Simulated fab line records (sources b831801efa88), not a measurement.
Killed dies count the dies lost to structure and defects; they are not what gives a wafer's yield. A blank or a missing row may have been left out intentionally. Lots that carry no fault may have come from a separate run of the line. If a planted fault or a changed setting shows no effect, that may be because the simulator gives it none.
A lot that was struck, set against a sound lot ; flow sky130 ; 14 steps out of a route of 708
Sound: the wafers L132.3, L132.5, L132.6. Wafers struck: L121.1, L121.5, L121.6. At the end, the cause is stated.
At each step with rows: each side's tool, then ch and its chambers, then its first start. Under that, the readings that differ: sound wafers ; struck wafers ; difference of the means ; sigmas: that difference in standard deviations of wafers without a fault.
alike: same words and numbers on both sides, and readings whose means sit less than 2 such deviations apart. not compared: any withheld reading, any reading some wafer has no value for, any bound like >300 that may hide the same value, and any number with overlapping values for which the record gives no deviation.
A row with sigmas, a row that says differs or no value, or rows on one side alone: a step with any of these is where the two part. Numbers that have no deviation but don't overlap get no sigmas and don't part them. A reading missing from all wafers of one side parts the sides only when that side holds two or more wafers.

first, 7 steps without rows for these wafers: SKY_METAL1_HMDS_08 (prime time 60 s); SKY_METAL1_COAT_09 (resist thk 60 nm); SKY_METAL1_COAT_10 (resist thk 450 nm); SKY_METAL1_SOFTBAKE_11 (time 90 s); SKY_METAL1_EXPOSE_12 (exposes mask MM1, target cd 140 nm); SKY_METAL1_PEB_13; SKY_METAL1_DEVELOP_14 (develop time 60 s).
SKY_METAL1_CD_MEAS_15: the cd target is 140 nm.
  sound: cdSem-02 at day 39 10:35; struck: cdSem-01 at day 36 02:29
  alike: cdNm
SKY_METAL1_OVL_MEAS_16:
  sound: overlay-02 at day 39 10:41; struck: overlay-01 at day 36 02:37
  alike: METAL1_OVL
SKY_METAL1_DESCUM_17: chemistry O2, time 8 s.
  sound on rieMetal-01 ch 0,1, day 39 10:43; struck on rieMetal-01 ch 0,1, day 36 02:39
  alike: drypumpMotorCurrentA, oesProductAu
  not compared: rfHoursCounterH
SKY_METAL1_ETCH_18: etches BARC in N2/H2, stops on SiO2, time 45.9 s, target depth 60 nm.
  sound on rieMetal-01 ch 0,1, day 39 10:45; struck on rieMetal-01 ch 0,1, day 36 02:41
  alike: drypumpMotorCurrentA, n2FlowSccm, oesProductAu, throttleValvePct
  not compared: rfHoursCounterH
SKY_METAL1_METAL_ETCH_19: etches the open film in Cl2/BCl3, stops on SiO2, target depth 360 nm, time 78 s.
  sound on rieMetal-01 ch 0,1, day 39 10:49; struck on rieMetal-01 ch 0,1, day 36 02:44
  alike: drypumpMotorCurrentA, oesProductAu, throttleValvePct
  not compared: rfHoursCounterH
SKY_METAL1_STRIP_20: strips in O2/N2.
  sound on plasmaAsher-03 ch 0,1, day 39 10:55; struck on plasmaAsher-01 ch 0,1, day 36 02:50
  no value came back on the struck wafers for any of 5 readings (chamberPressureMTorr (mTorr), drypumpMotorCurrentA (A) and others); on the sound wafers chamberPressureMTorr (mTorr) reads 1503.4 1500.4 1501.7
reading;sound;struck;difference;sigmas
model.KrF-thick_of_METAL1_COAT_10.thkNm (nm);0 0 0;166.3 163.6 153.4;+161.1;
  not compared: rfHoursCounterH
then, 1 step without rows for these wafers: SKY_METAL1_STRIP_21 (strips in post etch residue remover, time 1200 s).

WHERE THEY PART
SKY_METAL1_STRIP_20 only, going by this record.

WHY: the cause the simulator had injected
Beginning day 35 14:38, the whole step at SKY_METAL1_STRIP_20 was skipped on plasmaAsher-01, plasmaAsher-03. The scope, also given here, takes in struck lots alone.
